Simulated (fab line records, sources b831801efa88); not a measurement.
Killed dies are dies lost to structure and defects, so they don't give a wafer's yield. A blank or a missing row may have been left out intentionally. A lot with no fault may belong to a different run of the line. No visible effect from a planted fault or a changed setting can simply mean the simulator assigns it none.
Split-lot experiment	flow gf180mcu	route with 602 steps; 5 lots, 23 wafers read

ON THE SPLIT
At GF_V5_CVD_00 (deposits SiO2, target thk 300 nm, time 50 s), the setting sih4-flow-sccm was moved away from the recipe's 60 sccm on 11 of the 23 wafers read, by -8.7% to +12.7%. The other wafers ran this setting at the recipe's value.

There is no step in the file separating the split from the reading.

THE READING
Values of V5_CVD_00_THK in nm from GF_V5_THK_MEAS_01. Typical for fault-free wafers on this fab line: 299.5 nm, with standard deviation 2.5 nm.

wafer	tool, chamber at the split	sih4-flow-sccm as run, sccm	against the recipe	V5_CVD_00_THK, nm	against lot-mates on the recipe
L075.2	hdpcvd-02, 2	67.6	+12.7%	341.6	+39.9
L075.3	hdpcvd-02, 1	67.6	+12.7%	333.6	+31.9
L075.4	hdpcvd-02, 1	60	recipe	301.1	-
L075.5	hdpcvd-02, 0	67.6	+12.7%	337.3	+35.6
L075.6	hdpcvd-02, 2	60	recipe	302.4	-
L077.1	hdpcvd-01, 2	67.48	+12.5%	337.7	+37.3
L077.2	hdpcvd-01, 1	67.48	+12.5%	335.2	+34.8
L077.4	hdpcvd-01, 2	60	recipe	302.4	-
L077.5	hdpcvd-01, 0	67.48	+12.5%	335.0	+34.6
L077.6	hdpcvd-01, 1	60	recipe	298.4	-
L080.2	hdpcvd-02, 1	60	recipe	297.6	-
L080.3	hdpcvd-02, 2	60	recipe	300.6	-
L080.6	hdpcvd-02, 2	60	recipe	301.3	-
L084.1	hdpcvd-01, 0	62.3	+3.8%	308.2	+10.4
L084.2	hdpcvd-01, 2	62.3	+3.8%	309.5	+11.8
L084.3	hdpcvd-01, 1	62.3	+3.8%	307.5	+9.8
L084.5	hdpcvd-01, 2	60	recipe	294.6	-
L084.6	hdpcvd-01, 0	60	recipe	300.9	-
L085.1	hdpcvd-02, 0	60	recipe	301.3	-
L085.2	hdpcvd-02, 2	54.8	-8.7%	275.8	-22.0
L085.3	hdpcvd-02, 1	54.8	-8.7%	269.6	-28.2
L085.4	hdpcvd-02, 1	60	recipe	293.5	-
L085.5	hdpcvd-02, 0	60	recipe	298.5	-

THE FIT
A straight line over all 23 wafers: V5_CVD_00_THK changes by +2.99 nm for each +1% of sih4-flow-sccm; r = +0.99; the points scatter about the line by 2.8 nm.
The same after taking each lot's own level away (the mean of its wafers on the recipe; 23 wafers): +2.85 nm for each +1%; r = +0.99; scatter 2.5 nm.
According to that fit, moving sih4-flow-sccm by its largest amount changes the reading by 36 nm.
The span of the lots' own levels, 297.75 to 301.75 nm, comes to 1.6 times the standard deviation stated above.
So the lot-to-lot level changes the slope little: the two slopes agree.
Check: for one of the wafers moved furthest among these (+12.7%), held out of the fit, the line's prediction against its lot-mates is +35.3 nm. Against them it came out at +39.9 nm.

ADDITIONAL SPLITS CARRIED BY THESE WAFERS
Other splits were also applied to these wafers ahead of the reading. Each is held against what the fit with the lots' levels taken away leaves over:
other split on the same wafers	wafers away from the commonest value	r with V5_CVD_00_THK (lot level and that fit taken away)
GF_V3_CVD_23 pressure-torr	15	+0.03
GF_M4_SPUTTER_04 time-s	9	+0.20
GF_M4_METAL_ETCH_16 time-s	7	+0.12
GF_V4_COAT_09 resist-thk-nm	7	+0.25
GF_V4_PEB_12 peb-time-s	11	-0.11
GF_MIM_CVD_05 time-s	5	+0.06
GF_MIM_SPUTTER_09 time-s	7	-0.02
GF_MIM_METAL_ETCH_19 icp-w	7	-0.16

THE WHOLE CHAIN: every reading that the file lists as answering this split, in the file's order
step	what it does	reading	change (the file's fit)	r (the file's)
GF_V5_CVD_00	deposits SiO2, target thk 300 nm, time 50 s	SiO2_of_V5_CVD_00.thk-nm (the simulator's own value, which no gauge read)	+2.85 nm for each +1% of the setting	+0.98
GF_V5_THK_MEAS_01		V5_CVD_00_THK	+2.84 for each +1% of the setting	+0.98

THE FILE'S OWN FIT
V5_CVD_00_THK changes by +2.84 nm for each +1% of sih4-flow-sccm, r = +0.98.
